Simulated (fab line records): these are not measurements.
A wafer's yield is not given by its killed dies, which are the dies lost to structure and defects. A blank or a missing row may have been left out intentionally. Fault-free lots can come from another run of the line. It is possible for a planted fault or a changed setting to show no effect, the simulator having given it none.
fab line records	flow sky130
[record] lots = 7	wafers = 21	lastDay = 50
route steps=708 shown VIA3@576 PAD_OPEN@708
lots that met no fault: from a run of the same line without faults
startH: hours from the record's first day to the start of the lot's first wafer shown	waitH: hours elapsed since this lot's preceding step	" unchanged from the row above	L1.1+2: one row covering several wafers at once	- either no value or no given start	* or withheld: withheld	< > ~ a bound
route shown NAME@n: a module of which the file shows steps, and the number in the route of the first	usual: mean/standard deviation taken from wafers without a fault	same: alike in all rows	chamber/n: place in a boat	sites: readings site by site	_std_site: standard deviation across them	_edge_site: outer sites' mean less inner sites'	radiusMm: for every site, how far away it sits from the centre of the wafer	mask NAME#n: copy n	behind: the tool/chamber that last shaped the wafer	hold: the reason the lot was held/the length of the hold in hours/how it ended	device: the n, p or np transistor that did not switch	end of line: the same wafers' tests at the end of the route	step lacking rows: just its recipe	killed: dies lost to structure and defects at the first sort, not the wafer's yield	map: a wafer's dies, x killed, . not, _ none there
set.NAME: the setting that was run; set.NAME@STEP: the one run at that earlier step	model.NAME: the simulator's own value behind a step, which no gauge read
lots seen at some steps along the route; tables by step, rows by wafer
services: the hour from which a tool's chamber was out of use, counted from the record's first day as startH (under 0 if before that day), plus the number of hours and why
[[steps]]
[step SKY_VIA3_BOW_MEAS_03]
[recipe] mode = bow
[usual] VIA3_BOW = 78/7.9
lot.wafer	tool	chamber	startH	waitH	VIA3_BOW[um]
L478.1	filmMetro-02	-	945.09	0.1	79
L478.2	"	-	"	"	65
L478.6	"	-	"	"	69
L479.1	filmMetro-03	-	954.80	0.2	89
L479.2	"	-	"	"	87
L479.6	"	-	"	"	81
L480.3	filmMetro-03	-	959.61	0.3	90
L480.4	"	-	"	"	67
L480.6	"	-	"	"	84
L487.1	filmMetro-02	-	1011.45	0.1	75
L487.3	"	-	"	"	88
L487.5	"	-	"	"	87
L489.1	filmMetro-04	-	1021.09	0.2	82
L489.2	"	-	"	"	87
L489.3	"	-	"	"	92
L490.1	filmMetro-03	-	1034.13	0.2	76
L490.3	"	-	"	"	71
L490.6	"	-	"	"	83
L493.2	filmMetro-03	-	1047.76	0.2	82
L493.4	"	-	"	"	89
L493.6	"	-	"	"	77
[step SKY_VIA3_DEHYDRATE_04]
[recipe] tempC = 200	timeS = 60
[step SKY_VIA3_HMDS_05]
[recipe] primeTimeS = 60	primeTempC = 120
[step SKY_VIA3_COAT_06]
[recipe] resist = BARC	tempC = withheld	timeS = withheld	spinRpm = 3000	resistThkNm = 60
[step SKY_VIA3_COAT_07]
[recipe] resist = KrF-thick	spinRpm = 3000	resistThkNm = 450
[step SKY_VIA3_SOFTBAKE_08]
[recipe] tempC = 100	timeS = 90	resist = KrF-thick
[step SKY_VIA3_EXPOSE_09]
[recipe] maskId = VIM3	na = 0.8	sourceShape = annular	sigmaInner = 0.55	sigmaOuter = 0.85	targetCdNm = 200	doseMj = 38
[step SKY_VIA3_PEB_10]
[recipe] pebTempC = withheld	pebTimeS = withheld	resist = KrF-thick
[step SKY_VIA3_DEVELOP_11]
[recipe] developTimeS = 60	resist = KrF-thick	devTempC = 21
[step SKY_VIA3_CD_MEAS_12]
[recipe] targetCdNm = 200
[usual] cdNm = 199.4/1.4
lot.wafer	tool	chamber	startH	waitH	cdNm
L478.1	cdSem-02	-	969.65	-	201.0
L478.2	"	-	"	"	201.1
L478.6	"	-	"	"	201.1
L479.1	cdSem-01	-	978.84	-	197.2
L479.2	"	-	"	"	197.5
L479.6	"	-	"	"	198.7
L480.3	cdSem-01	-	983.25	-	200.4
L480.4	"	-	"	"	201.1
L480.6	"	-	"	"	198.5
L487.1	cdSem-01	-	1033.96	-	199.1
L487.3	"	-	"	"	200.9
L487.5	"	-	"	"	199.7
L489.1	cdSem-02	-	1043.49	-	198.2
L489.2	"	-	"	"	198.9
L489.3	"	-	"	"	198.7
L490.1	cdSem-02	-	1055.86	-	199.8
L490.3	"	-	"	"	200.1
L490.6	"	-	"	"	199.8
L493.2	cdSem-02	-	1069.18	-	202.6
L493.4	"	-	"	"	200.6
L493.6	"	-	"	"	201.7
[step SKY_VIA3_OVL_MEAS_13]
[usual] VIA3_OVL = -4/5.5
lot.wafer	tool	chamber	startH	waitH	VIA3_OVL[nm]
L478.1	overlay-01	-	969.77	0.1	4
L478.2	"	-	"	"	-2
L478.6	"	-	"	"	2
L479.1	overlay-01	-	978.96	0.1	0
L479.2	"	-	"	"	0
L479.6	"	-	"	"	1
L480.3	overlay-02	-	983.34	0.1	-11
L480.4	"	-	"	"	0
L480.6	"	-	"	"	0
L487.1	overlay-01	-	1034.08	0.1	-2
L487.3	"	-	"	"	-4
L487.5	"	-	"	"	-4
L489.1	overlay-01	-	1043.61	0.1	-13
L489.2	"	-	"	"	-5
L489.3	"	-	"	"	-9
L490.1	overlay-02	-	1055.98	0.1	4
L490.3	"	-	"	"	10
L490.6	"	-	"	"	7
L493.2	overlay-02	-	1069.29	0.1	-3
L493.4	"	-	"	"	-5
L493.6	"	-	"	"	-1
[step SKY_VIA3_ETCH_14]
[recipe] chemistry = N2/H2	target = BARC	ionEnergyEv = 200	sourceW = 500	biasW = 100	pressureMtorr = 30	n2FlowSccm = 100	h2FlowSccm = 200	stopOn = SiO2	timeS = 45.9	targetDepthA = 600
[usual] drypumpMotorCurrentA = 5.8/0.45	n2FlowSccm = 99.99/0.27	oesProductAu = 0.854/0.0048	runLengthS = 74.3/0.44	throttleValvePct = 13.223/0.0083
[same] timeS = 45.9
lot.wafer	tool	chamber	startH	waitH	drypumpMotorCurrentA	n2FlowSccm	oesProductAu	rfHoursCounterH	runLengthS	throttleValvePct
L478.1	rieDiel-04	1	969.80	0.0	5.7	99.87	0.853	10	74.4	13.217
L478.2	"	0	"	"	6.0	100.76	0.860	9	74.0	13.224
L478.6	"	1	"	"	5.7	99.70	0.851	-	74.4	13.235
L479.1	rieDiel-04	2	979.00	0.0	5.2	100.12	0.857	10	74.3	13.225
L479.2	"	0	"	"	6.0	99.87	0.856	10	74.5	13.212
L479.6	"	1	"	"	5.7	99.85	0.854	-	74.2	13.234
L480.3	rieDiel-04	1	983.37	0.0	5.7	100.18	0.852	10	74.3	13.218
L480.4	"	0	"	"	6.0	99.97	0.858	10	74.0	13.211
L480.6	"	1	"	"	5.7	99.86	0.851	-	74.4	13.227
L487.1	rieDiel-04	3	1034.12	0.0	6.3	99.85	0.850	24	74.7	13.222
L487.3	"	0	"	"	6.1	100.18	0.852	11	74.1	13.218
L487.5	"	1	"	"	5.7	100.21	0.851	-	74.7	13.215
L489.1	rieDiel-03	1	1043.65	0.0	6.6	99.96	0.855	15	74.2	13.220
L489.2	"	3	"	"	5.4	99.59	0.852	22	75.3	13.226
L489.3	"	0	"	"	6.6	99.91	0.855	12	74.0	13.227
L490.1	rieDiel-04	1	1056.02	0.0	5.7	99.89	0.848	13	74.5	13.229
L490.3	"	2	"	"	5.2	99.88	0.860	13	75.0	13.211
L490.6	"	0	"	"	6.0	99.70	0.854	-	74.1	13.213
L493.2	rieDiel-02	1	1069.32	0.0	6.2	99.60	0.862	7	74.3	13.220
L493.4	"	3	"	"	5.2	100.41	0.860	9	73.5	13.216
L493.6	"	2	"	"	5.9	100.47	0.856	-	73.5	13.222
[step SKY_VIA3_ETCH_15]
[recipe] target = SiO2	chemistry = C4F8/O2/Ar	targetDepthNm = 507	stopOn = TiN	maskMaterial = KrF-thick	sourceW = 1500	biasW = 1200	pressureMtorr = 40	c4f8FlowSccm = withheld	O2_flow_sccm = 6	Ar_flow_sccm = 300	timeS = 78
[usual] oesProductAu = 0.946/0.0051	runLengthS = 106.4/0.48
lot.wafer	tool	chamber	startH	waitH	oesProductAu	rfHoursCounterH	runLengthS	model.etch.depthNm	model.VIA3.featureDepthNm	model.KrF-thick_of_VIA3_COAT_07.thkNm
L478.1	rieDiel-04	1	969.85	0.0	0.942	10	106.6	463.8	463.8	291.6
L478.2	"	0	"	"	1.000	9	83.1	354.9	354.9	320.4
L478.6	"	1	"	"	0.938	-	106.4	462.4	462.4	291.3
L479.1	rieDiel-04	2	979.04	0.0	0.949	10	106.2	466	466	291.1
L479.2	"	0	"	"	0.994	10	83.4	353.3	353.3	320.8
L479.6	"	1	"	"	0.947	-	106.4	464.2	464.2	293.7
L480.3	rieDiel-04	1	983.41	0.0	0.946	10	106.9	465.8	465.8	290.5
L480.4	"	0	"	"	0.993	10	82.9	354.7	354.7	321
L480.6	"	1	"	"	0.942	-	106.4	464.8	464.8	291.9
L487.1	rieDiel-04	3	1034.16	0.0	0.950	24	106.7	465.6	465.6	286.9
L487.3	"	0	"	"	0.952	11	106.0	465.9	465.9	289.2
L487.5	"	1	"	"	0.950	-	106.6	466.3	466.3	290.2
L489.1	rieDiel-03	1	1043.69	0.0	0.945	15	106.1	466.8	466.8	292.8
L489.2	"	3	"	"	0.945	22	106.8	466.8	466.8	295.6
L489.3	"	0	"	"	0.950	12	106.7	466.3	466.3	294.3
L490.1	rieDiel-04	1	1056.06	0.0	0.950	13	106.8	464.1	464.1	291.3
L490.3	"	2	"	"	0.955	13	106.4	464.4	464.4	287.8
L490.6	"	0	"	"	0.945	-	106.0	464.7	464.7	286.6
L493.2	rieDiel-02	1	1069.36	0.0	0.945	7	107.1	464.8	464.8	291.6
L493.4	"	3	"	"	0.947	9	105.9	464.4	464.4	293
L493.6	"	2	"	"	0.937	-	105.7	464.9	464.9	288.5
[step SKY_VIA3_STRIP_16]
[recipe] chemistry = O2/N2	powerW = 1400	pressureMtorr = 1500	platenTempC = withheld	o2FlowSccm = 3000	n2FlowSccm = 300	overashFraction = 0.5
[usual] drypumpMotorCurrentA = 6.0/0.58	n2FlowSccm = 299.9/1.9	oesProductAu = 0.402/0.0043	stripTimeToEndpointS = 4.133/0.025
lot.wafer	tool	chamber	startH	waitH	drypumpMotorCurrentA	n2FlowSccm	oesProductAu	rfHoursCounterH	stripTimeToEndpointS
L478.1	plasmaAsher-01	1	969.91	0.0	5.0	300.8	0.400	83	4.115
L478.2	"	0	"	"	6.5	300.4	0.412	83	4.441
L478.6	"	1	"	"	4.9	300.6	0.398	-	4.134
L479.1	plasmaAsher-01	0	979.10	0.0	6.5	299.6	0.403	84	4.118
L479.2	"	1	"	"	5.0	297.9	0.413	84	4.443
L479.6	"	0	"	"	6.5	299.2	0.403	-	4.164
L480.3	plasmaAsher-02	0	983.50	0.1	5.9	299.9	0.405	-	4.111
L480.4	"	1	"	"	6.2	299.6	0.414	-	4.437
L480.6	"	1	"	"	6.2	299.1	0.403	-	4.145
L487.1	plasmaAsher-01	0	1034.22	0.0	6.6	301.5	0.396	89	4.081
L487.3	"	0	"	"	6.5	300.3	0.408	-	4.108
L487.5	"	1	"	"	4.9	299.8	0.398	-	4.109
L489.1	plasmaAsher-02	1	1043.75	0.0	6.2	299.4	0.400	123	4.143
L489.2	"	0	"	"	5.9	299.3	0.399	123	4.185
L489.3	"	0	"	"	5.9	300.5	0.399	-	4.168
L490.1	plasmaAsher-03	0	1056.12	0.0	6.0	299.5	0.406	64	4.132
L490.3	"	0	"	"	6.1	300.7	0.405	-	4.094
L490.6	"	0	"	"	6.0	299.1	0.400	-	4.078
L493.2	plasmaAsher-03	1	1069.42	0.0	6.6	299.9	0.403	65	4.124
L493.4	"	1	"	"	6.7	301.4	0.397	-	4.147
L493.6	"	1	"	"	6.6	300.8	0.393	-	4.119
[step SKY_VIA3_STRIP_17]
[recipe] chemistry = postEtchResidueRemover	timeS = 1200	tempC = 72.5
[step SKY_PAD_OPEN_PROBE_99]
[usual] defectLimitedYield = 82.2/1.9	killed_at_M0_to_M3 = 45/7.3	killed_at_M4_up = 3.1/1.7	killedAtContacts = 25/5.1	killedAtFrontEnd = 15/4.5	killedAtOther = 0.3/0.56	killedDies = 88/9.4	killedOnRim = 17/4.3	killedOpen = 47/6.6	killedShort = 40/6.9	sort_bin_3_pad_short = 0.9/0.46	sort_bin_5_function = 10.5/1.5	sort_bin_6_memory = 6.4/1.1	sortNPass = 404/9.4	sortYieldPct = 82.2/1.9
[same] grossDies = 492	killedAtBackSide = 0	sort_bin_4_leakage[%] = 0	sort_bin_8_speed[%] = 0
lot.wafer	tool	chamber	startH	waitH	hold	defectLimitedYield[%]	killed_at_M0_to_M3	killed_at_M4_up	killedAtContacts	killedAtFrontEnd	killedAtOther	killedDies	killedOnRim	killedOpen	killedShort	sort_bin_3_pad_short[%]	sort_bin_5_function[%]	sort_bin_6_memory[%]	sortNPass	sortYieldPct[%]
L478.1	prober-02	-	1109.71	0.1	awaitDispo/2.3h/release	80.1	38	3	36	21	0	98	19	51	47	2.0	11.2	6.7	394	80.1
L478.2	prober-02	-	1109.76	0.1	awaitDispo/2.3h/release	0	439	7	30	16	0	492	96	58	42	0.4	92.3	7.3	0	0
L478.6	prober-02	-	1109.96	0.2	awaitDispo/2.3h/release	82.7	42	5	23	14	1	85	9	47	38	0.2	11.2	5.9	407	82.7
L479.1	prober-01	-	1116.86	0.1	awaitDispo/5.0h/release	81.3	41	1	27	22	1	92	19	52	40	0.8	11.4	6.5	400	81.3
L479.2	prober-01	-	1116.91	0.1	awaitDispo/5.0h/release	0	440	3	32	16	1	492	96	55	46	1.0	91.5	7.5	0	0
L479.6	prober-01	-	1117.11	0.2	awaitDispo/5.0h/release	80.3	35	1	32	29	0	97	25	55	42	0.4	13.2	6.1	395	80.3
L480.3	prober-01	-	1120.97	0.2	awaitDispo/2.1h/release	79.3	57	2	25	17	1	102	25	54	47	1.0	12.6	7.1	390	79.3
L480.4	prober-01	-	1121.02	0.2	awaitDispo/2.1h/release	0	440	5	30	17	0	492	96	52	40	0.4	91.5	8.1	0	0
L480.6	prober-01	-	1121.12	0.2	awaitDispo/2.1h/release	82.5	40	4	27	14	1	86	22	47	38	0.8	11.2	5.5	406	82.5
L487.1	prober-02	-	1163.61	0.1	-	83.9	46	2	16	15	0	79	16	36	43	0.8	9.1	6.1	413	83.9
L487.3	prober-02	-	1163.71	0.2	-	81.5	37	4	33	17	0	91	14	48	43	2.2	9.1	7.1	401	81.5
L487.5	prober-02	-	1163.81	0.2	-	84.1	31	4	29	14	0	78	10	42	36	0.8	8.7	6.3	414	84.1
L489.1	prober-02	-	1168.82	0.1	-	83.9	37	4	22	16	0	79	11	48	31	1.2	10.2	4.7	413	83.9
L489.2	prober-02	-	1168.87	0.1	-	83.1	49	3	22	9	0	83	11	51	32	0.8	10.6	5.5	409	83.1
L489.3	prober-02	-	1168.92	0.2	-	82.3	39	2	29	17	0	87	12	53	34	0.8	10.0	6.9	405	82.3
L490.1	prober-01	-	1179.92	0.1	-	82.3	46	6	18	16	1	87	17	41	45	0.6	12.0	5.1	405	82.3
L490.3	prober-01	-	1180.02	0.2	-	79.9	52	2	28	16	1	99	26	57	42	0.6	13.0	6.5	393	79.9
L490.6	prober-01	-	1180.17	0.2	-	81.3	47	1	25	18	1	92	16	49	43	1.0	11.2	6.5	400	81.3
L493.2	prober-02	-	1189.85	0.1	-	80.9	45	4	28	17	0	94	18	59	35	1.2	11.8	6.1	398	80.9
L493.4	prober-02	-	1189.95	0.2	-	81.5	41	3	28	19	0	91	18	45	46	1.2	11.2	6.1	401	81.5
L493.6	prober-02	-	1190.05	0.2	-	79.7	47	3	29	21	0	100	15	59	41	0.4	11.0	8.9	392	79.7
// killed by level:class
L478.1 CONTACT:geometricParticle:open=11 LI_CONTACT:geometricParticle:open=10 CONTACT:geometricParticle:short=10 VIA1:geometricParticle:open=10 METAL2:geometricParticle:short=7 FIELD_ISO:geometricParticle:open=5 METAL1:geometricParticle:short=5 FIELD_ISO:geometricParticle:short=4
L478.2 VIA3:areaEtch=392 CONTACT:geometricParticle:open=12 VIA1:geometricParticle:open=11 LI_CONTACT:geometricParticle:open=9 VIA1:geometricParticle:short=8 VIA3:geometricParticle:open=8 POLY_GATE:geometricParticle:short=5 CONTACT:geometricParticle:short=5
L478.6 LI_CONTACT:geometricParticle:open=10 VIA1:geometricParticle:open=7 VIA2:geometricParticle:open=5 CONTACT:geometricParticle:open=5 METAL2:geometricParticle:short=5 FIELD_ISO:geometricParticle:open=4 VIA1:geometricParticle:short=4 METAL2:geometricParticle:open=4
L479.1 CONTACT:geometricParticle:open=10 LI_CONTACT:geometricParticle:open=9 VIA1:geometricParticle:open=8 FIELD_ISO:geometricParticle:short=6 VIA1:geometricParticle:short=6 FIELD_ISO:geometricParticle:open=5 METAL1:geometricParticle:short=5 VIA2:geometricParticle:open=5
L479.2 VIA3:areaEtch=391 VIA1:geometricParticle:open=16 VIA2:geometricParticle:open=10 LI_CONTACT:geometricParticle:open=10 CONTACT:geometricParticle:short=9 POLY_GATE:geometricParticle:short=7 CONTACT:geometricParticle:open=6 VIA1:geometricParticle:short=5
L479.6 CONTACT:geometricParticle:open=11 VIA1:geometricParticle:open=11 FIELD_ISO:geometricParticle:short=10 LI_CONTACT:geometricParticle:open=10 LI_CONTACT:geometricParticle:short=6 VIA3:geometricParticle:open=6 FIELD_ISO:geometricParticle:open=5 POLY_GATE:geometricParticle:short=5
L480.3 CONTACT:geometricParticle:open=10 VIA1:geometricParticle:open=10 METAL2:geometricParticle:short=9 VIA3:geometricParticle:open=9 VIA1:geometricParticle:short=8 METAL1:geometricParticle:short=7 FIELD_ISO:geometricParticle:open=6 LI_CONTACT:geometricParticle:open=6
L480.4 VIA3:areaEtch=400 CONTACT:geometricParticle:open=10 LI_CONTACT:geometricParticle:open=8 VIA1:geometricParticle:open=8 VIA2:geometricParticle:open=6 METAL1:geometricParticle:short=5 VIA3:geometricParticle:short=4 FIELD_ISO:geometricParticle:open=4
L480.6 VIA1:geometricParticle:open=13 CONTACT:geometricParticle:short=8 POLY_GATE:geometricParticle:open=6 VIA1:geometricParticle:short=6 CONTACT:geometricParticle:open=5 VIA2:geometricParticle:open=5 LI_CONTACT:geometricParticle:short=4 LOCAL_INTERCONNECT:geometricParticle:short=4
L487.1 VIA1:geometricParticle:open=12 POLY_GATE:geometricParticle:short=9 METAL2:geometricParticle:short=8 VIA2:geometricParticle:open=6 LI_CONTACT:geometricParticle:open=4 CONTACT:geometricParticle:open=4 VIA1:geometricParticle:short=4 VIA3:geometricParticle:short=4
L487.3 LI_CONTACT:geometricParticle:open=10 CONTACT:geometricParticle:open=9 VIA1:geometricParticle:open=8 FIELD_ISO:geometricParticle:short=6 CONTACT:geometricParticle:short=6 LOCAL_INTERCONNECT:geometricParticle:short=5 VIA2:geometricParticle:open=5 POLY_GATE:geometricParticle:open=4
L487.5 CONTACT:geometricParticle:open=9 LI_CONTACT:geometricParticle:open=8 VIA1:geometricParticle:open=6 LOCAL_INTERCONNECT:geometricParticle:short=5 METAL1:geometricParticle:short=5 CONTACT:geometricParticle:short=4 FIELD_ISO:geometricParticle:short=3 POLY_GATE:geometricParticle:open=3
L489.1 LI_CONTACT:geometricParticle:open=10 VIA3:geometricParticle:open=8 CONTACT:geometricParticle:open=6 VIA1:geometricParticle:short=6 VIA2:geometricParticle:open=5 VIA1:geometricParticle:open=5 POLY_GATE:geometricParticle:open=4 POLY_GATE:geometricParticle:short=4
L489.2 VIA1:geometricParticle:open=13 LI_CONTACT:geometricParticle:open=8 CONTACT:geometricParticle:open=8 VIA2:geometricParticle:open=6 VIA3:geometricParticle:open=5 METAL1:geometricParticle:short=4 VIA3:geometricParticle:short=4 FIELD_ISO:geometricParticle:open=3
L489.3 VIA1:geometricParticle:open=11 LI_CONTACT:geometricParticle:open=10 CONTACT:geometricParticle:open=9 VIA3:geometricParticle:open=7 FIELD_ISO:geometricParticle:short=6 FIELD_ISO:geometricParticle:open=5 VIA1:geometricParticle:short=4 LOCAL_INTERCONNECT:geometricParticle:short=4
L490.1 VIA3:geometricParticle:open=9 CONTACT:geometricParticle:open=8 VIA2:geometricParticle:open=6 METAL2:geometricParticle:short=6 METAL4:geometricParticle:short=6 POLY_GATE:geometricParticle:open=5 METAL1:geometricParticle:short=5 VIA1:geometricParticle:short=5
L490.3 VIA3:geometricParticle:open=16 CONTACT:geometricParticle:open=10 LI_CONTACT:geometricParticle:open=9 METAL2:geometricParticle:short=9 METAL1:geometricParticle:short=7 VIA1:geometricParticle:open=7 FIELD_ISO:geometricParticle:open=5 VIA2:geometricParticle:open=4
L490.6 CONTACT:geometricParticle:open=12 VIA2:geometricParticle:open=10 FIELD_ISO:geometricParticle:short=8 LI_CONTACT:geometricParticle:open=7 METAL2:geometricParticle:short=7 VIA1:geometricParticle:short=6 VIA1:geometricParticle:open=6 VIA3:geometricParticle:open=6
L493.2 VIA2:geometricParticle:open=14 CONTACT:geometricParticle:open=11 VIA1:geometricParticle:open=11 FIELD_ISO:geometricParticle:open=6 CONTACT:geometricParticle:short=6 LI_CONTACT:geometricParticle:open=6 VIA1:geometricParticle:short=6 FIELD_ISO:geometricParticle:short=5
L493.4 CONTACT:geometricParticle:open=11 FIELD_ISO:geometricParticle:short=6 METAL1:geometricParticle:short=6 LOCAL_INTERCONNECT:geometricParticle:short=6 VIA1:geometricParticle:open=6 POLY_GATE:geometricParticle:short=5 CONTACT:geometricParticle:short=5 VIA2:geometricParticle:open=5
L493.6 CONTACT:geometricParticle:open=10 VIA1:geometricParticle:open=10 VIA2:geometricParticle:open=10 VIA3:geometricParticle:open=8 FIELD_ISO:geometricParticle:open=7 FIELD_ISO:geometricParticle:short=7 LI_CONTACT:geometricParticle:open=7 CONTACT:geometricParticle:short=6
// map L478.2 (x killed, . not)
__________xxxxxxxxxx_________
________xxxxxxxxxxxxxx_______
______xxxxxxxxxxxxxxxxxx_____
_____xxxxxxxxxxxxxxxxxxxx____
____xxxxxxxxxxxxxxxxxxxxxx___
___xxxxxxxxxxxxxxxxxxxxxxxx__
__xxxxxxxxxxxxxxxxxxxxxxxxxx_
_xxxxxxxxxxxxxxxxxxxxxxxxxxxx
_xxxxxxxxxxxxxxxxxxxxxxxxxxxx
_xxxxxxxxxxxxxxxxxxxxxxxxxxxx
_xxxxxxxxxxxxxxxxxxxxxxxxxxxx
_xxxxxxxxxxxxxxxxxxxxxxxxxxxx
_xxxxxxxxxxxxxxxxxxxxxxxxxxxx
_xxxxxxxxxxxxxxxxxxxxxxxxxxxx
_xxxxxxxxxxxxxxxxxxxxxxxxxxxx
__xxxxxxxxxxxxxxxxxxxxxxxxxx_
___xxxxxxxxxxxxxxxxxxxxxxxx__
____xxxxxxxxxxxxxxxxxxxxxx___
_____xxxxxxxxxxxxxxxxxxxx____
______xxxxxxxxxxxxxxxxxx_____
________xxxxxxxxxxxxxx_______
__________xxxxxxxxxx_________
// map L479.2 (x killed, . not)
__________xxxxxxxxxx_________
________xxxxxxxxxxxxxx_______
______xxxxxxxxxxxxxxxxxx_____
_____xxxxxxxxxxxxxxxxxxxx____
____xxxxxxxxxxxxxxxxxxxxxx___
___xxxxxxxxxxxxxxxxxxxxxxxx__
__xxxxxxxxxxxxxxxxxxxxxxxxxx_
_xxxxxxxxxxxxxxxxxxxxxxxxxxxx
_xxxxxxxxxxxxxxxxxxxxxxxxxxxx
_xxxxxxxxxxxxxxxxxxxxxxxxxxxx
_xxxxxxxxxxxxxxxxxxxxxxxxxxxx
_xxxxxxxxxxxxxxxxxxxxxxxxxxxx
_xxxxxxxxxxxxxxxxxxxxxxxxxxxx
_xxxxxxxxxxxxxxxxxxxxxxxxxxxx
_xxxxxxxxxxxxxxxxxxxxxxxxxxxx
__xxxxxxxxxxxxxxxxxxxxxxxxxx_
___xxxxxxxxxxxxxxxxxxxxxxxx__
____xxxxxxxxxxxxxxxxxxxxxx___
_____xxxxxxxxxxxxxxxxxxxx____
______xxxxxxxxxxxxxxxxxx_____
________xxxxxxxxxxxxxx_______
__________xxxxxxxxxx_________
[[services]]
tool	chamber	startH	hours	kind
rieDiel-03	0	970.00	10.6	repair
rieDiel-03	0	985.08	1.8	repair
rieDiel-02	1	986.46	4.9	repair
plasmaAsher-01	-	1020.71	4.6	repair
rieDiel-02	-	1042.67	1.0	repair
rieDiel-04	-	1050.86	0.7	repair
plasmaAsher-02	-	1051.81	13.1	repair
plasmaAsher-02	-	1061.67	2.9	repair
rieDiel-03	0	1062.46	20.2	repair
rieDiel-02	2	1063.57	3.9	repair
plasmaAsher-02	-	1064.91	9.0	pm
plasmaAsher-02	0	1064.91	9.0	ventCycle
plasmaAsher-02	1	1064.91	9.0	ventCycle
[[key]]
[firstSign] step = SKY_VIA3_ETCH_15	reading = runLengthS	direction = down	sigmas = 48	usual = *	struck = *
[effect] step = SKY_VIA3_ETCH_15	reading = oesProductAu	direction = up	sigmas = 9.7	usual = 0.946	struck = 0.996
[effect] step = SKY_VIA3_STRIP_16	reading = stripTimeToEndpointS	direction = up	sigmas = 12	usual = *	struck = *
[effect] step = SKY_PAD_OPEN_PROBE_99	reading = sort_bin_5_function	direction = up	sigmas = 55	usual = 10.5	struck = 91.7
[modelEffect] step = SKY_VIA3_ETCH_15	value = etch.depthNm	without = 464.8	struck = 354.3
[moreKillsBornAt] SKY_VIA3_ETCH_15@rieDiel-04 = 1183
metAt SKY_VIA3_ETCH_15
struckWafers L478.2,L479.2,L480.4
laterRowsLeftOut L478.2,L479.2,L480.4
[fault] kind = processParameterDrift	tool = rieDiel-04	chamber = -	onsetH = 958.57	steps = SKY_VIA3_ETCH_15	channel = timeS	offset = *	shape = step	endH = 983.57	scope = struckWafersOnly	actsIn = *	stated = *
// laterRowsLeftOut: the simulator's readings of these wafers behind a module that went badly wrong aren't trusted and aren't shown, but for the sort
